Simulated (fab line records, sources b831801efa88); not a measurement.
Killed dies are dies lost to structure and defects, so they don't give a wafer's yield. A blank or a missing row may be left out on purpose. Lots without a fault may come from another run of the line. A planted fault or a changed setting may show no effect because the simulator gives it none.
A struck lot beside a sound one | flow sfq_line | 28 steps out of a route of 325
Sound: wafers L678.1, L678.3, L678.4. Struck: wafer L684.2. (L684.1 of the same lot was not struck and is left out.) The cause comes at the end.
At each step with rows: each side's tool, then ch and its chambers, then its first start. Under that, the readings that differ: sound wafers | struck wafers | difference of the means | sigmas: that difference in standard deviations of wafers without a fault.
alike: readings whose means differ by less than 2 such deviations, and words and numbers that are the same on both sides. not compared: withheld readings, readings that some wafer has no value for, bounds like >300 that may hide the same value, and numbers for which the record gives no deviation and whose values overlap.
The two part at a step that has a row with sigmas, a row that says differs or no value, or rows on one side only. Numbers that don't overlap but have no deviation are shown without sigmas and don't part them. A reading that every wafer of one side lacks parts them only if that side has two wafers or more.

first, 6 steps without rows for these wafers: SFQ_TRILAYER_M1_LITHO_COAT_044 (resist thk 62 nm); SFQ_TRILAYER_M1_LITHO_COAT_039 (resist thk 600 nm); SFQ_TRILAYER_M1_LITHO_SOFTBAKE_043; SFQ_TRILAYER_M1_LITHO_EXPOSE_040 (exposes mask M1, target cd 500 nm); SFQ_TRILAYER_M1_LITHO_PEB_042 (peb time 60 s); SFQ_TRILAYER_M1_LITHO_DEVELOP_041 (time 60 s).
SFQ_M1_OVL_MEAS_911:
  sound on overlay-02, day 26 19:04; struck on overlay-02, day 29 08:23
  alike: M1_OVL
SFQ_TRILAYER_M1_BARC_OPEN_METAL_ETCH_054: etches BARC in O2, target depth 125 nm, time 41.7 s.
  sound on rie_metal-02 ch 0,1, day 26 19:05; struck on rie_metal-03 ch 0, day 29 08:25
  reading                     | sound       | struck | difference | sigmas
  drypump_motor_current_A (A) | 5.6 5.9 5.6 | 5.0    | -0.7       | -2
  alike: he_backside_leak_sccm, oes_product_au, rf_fwd_power_W
  not compared: rf_hours_counter_h
SFQ_TRILAYER_M1_ETCH_METAL_ETCH_042: etches Nb in Cl2/Ar, stops on SiO2, target depth 240 nm, time 120 s.
  sound on rie_metal-02 ch 0,1, day 26 19:09; struck on rie_metal-03 ch 0, day 29 08:29
  reading                     | sound             | struck | difference | sigmas
  drypump_motor_current_A (A) | 5.7 5.9 5.6       | 5.0    | -0.7       | -2
  oes_product_au (a.u.)       | 0.897 0.895 0.886 | 0.911  | +0.018     | +2
  rf_fwd_power_W (W)          | 593.2 597.1 593.4 | 602.0  | +7.4       | +4
  alike: he_backside_leak_sccm
  not compared: rf_hours_counter_h
SFQ_TRILAYER_M1_STRIP_STRIP_043: strips in O2.
  sound on rie_metal-02 ch 0,1, day 26 19:17; struck on rie_metal-03 ch 0, day 29 08:36
  reading                     | sound             | struck | difference | sigmas
  drypump_motor_current_A (A) | 5.65 5.86 5.66    | 5.02   | -0.70      | -2
  oes_product_au (a.u.)       | 0.991 1.000 0.999 | 1.024  | +0.027     | +2
  alike: he_backside_leak_sccm
  not compared: rf_hours_counter_h
then, 1 step without rows for these wafers: SFQ_TRILAYER_M1_STRIP_SOLV_CLEAN_044 (cleans in NMP, time 600 s).
SFQ_TRILAYER_I1_DEP_PECVD_045: deposits SiO2 from SiH4/N2O, time 111.11 s, target thk 500 nm.
  sound on pecvd-01 ch 0,2, day 26 20:03; struck on pecvd-01 ch 1, day 29 09:23
  reading            | sound    | struck | difference | sigmas
  heater_power_w (W) | 65 80 69 | 119    | +48        | +3
  alike: rf_fwd_power_W, throttle_valve_pct
SFQ_TRILAYER_I1_CMP_CMP_046: polishes SiO2.
  sound on cmp-01 ch 1,2,3, day 26 20:08; struck on cmp-01 ch 2, day 29 10:57
  reading                                             | sound             | struck | difference | sigmas
  slurry_filter_dp_kPa (kPa)                          | 13.34 13.48 13.34 | 13.03  | -0.36      | -3
  model.SiO2_of_TRILAYER_I1_DEP_PECVD_045.thk_nm (nm) | 200.3 199.9 201.6 | 185.1  | -15.5      |
  alike: motor_current_A, time_to_endpoint_s
SFQ_I1_BOW_MEAS_912:
  sound on film_metro-02, day 26 23:08; struck on film_metro-01, day 29 13:46
  not compared: I1_BOW
SFQ_TRILAYER_I1_METRO_MEASURE_047:
  sound on film_metro-02, day 26 23:15; struck on film_metro-01, day 29 18:08
  reading     | sound             | struck | difference | sigmas
  thk_nm (nm) | 200.3 200.1 201.5 | 185.2  | -15.4      | -13
then, 6 steps without rows for these wafers: SFQ_TRILAYER_I1_VIA_LITHO_COAT_054 (resist thk 62 nm); SFQ_TRILAYER_I1_VIA_LITHO_COAT_049 (resist thk 650 nm); SFQ_TRILAYER_I1_VIA_LITHO_SOFTBAKE_053; SFQ_TRILAYER_I1_VIA_LITHO_EXPOSE_050 (exposes mask I1, target cd 500 nm); SFQ_TRILAYER_I1_VIA_LITHO_PEB_052 (peb time 60 s); SFQ_TRILAYER_I1_VIA_LITHO_DEVELOP_051 (time 60 s).
SFQ_I1_OVL_MEAS_913:
  sound on overlay-02, day 27 04:31; struck on overlay-01, day 30 03:38
  alike: I1_OVL
SFQ_TRILAYER_I1_VIA_BARC_OPEN_VIA_ETCH_071: etches BARC in O2, target depth 125 nm, time 41.7 s.
  sound on rie_diel-04 ch 1,2,3, day 27 04:33; struck on rie_diel-04 ch 0, day 30 03:40
  reading                | sound             | struck | difference | sigmas
  oes_product_au (a.u.)  | 0.686 0.681 0.680 | 0.692  | +0.010     | +2
  rf_hours_counter_h (h) | 36 2 11           | 52     | +36        |
  alike: drypump_motor_current_A, rf_fwd_power_W
SFQ_TRILAYER_I1_VIA_ETCH_VIA_ETCH_052: etches SiO2 in CHF3, stops on Nb, target depth 260 nm.
  sound on rie_diel-04 ch 1,2,3, day 27 04:35; struck on rie_diel-04 ch 0, day 30 03:43
  reading                        | sound             | struck | difference | sigmas
  oes_product_au (a.u.)          | 0.857 0.865 0.852 | 0.824  | -0.034     | -6
  model.I1.feature_depth_nm (nm) | 200.3 199.9 201.6 | 185.1  | -15.5      |
  model.etch.depth_nm (nm)       | 200.3 199.9 201.6 | 185.1  | -15.5      |
  alike: drypump_motor_current_A, rf_fwd_power_W
then, 2 steps without rows for these wafers: SFQ_TRILAYER_I1_VIA_STRIP_STRIP_053 (strips in O2); SFQ_TRILAYER_I1_VIA_STRIP_SOLV_CLEAN_054 (cleans in NMP, time 600 s).
SFQ_TRILAYER_M2_DEP_PRE_CLEAN_056: time 22.5 s.
  sound on pvd_sputter-04, day 27 05:28; struck on pvd_sputter-06, day 30 04:36
  reading                                             | sound             | struck | difference | sigmas
  model.SiO2_of_TRILAYER_I1_DEP_PECVD_045.thk_nm (nm) | 192.8 192.4 194.1 | 177.6  | -15.5      |
then, 1 step without rows for these wafers: SFQ_TRILAYER_M2_DEP_SPUTTER_055 (material Nb, target thk 200 nm, time 133.3 s).

WHERE THEY PART
First at SFQ_TRILAYER_M1_BARC_OPEN_METAL_ETCH_054; last, within this record, at SFQ_TRILAYER_I1_VIA_ETCH_VIA_ETCH_052.

WHY: what the simulator had put in
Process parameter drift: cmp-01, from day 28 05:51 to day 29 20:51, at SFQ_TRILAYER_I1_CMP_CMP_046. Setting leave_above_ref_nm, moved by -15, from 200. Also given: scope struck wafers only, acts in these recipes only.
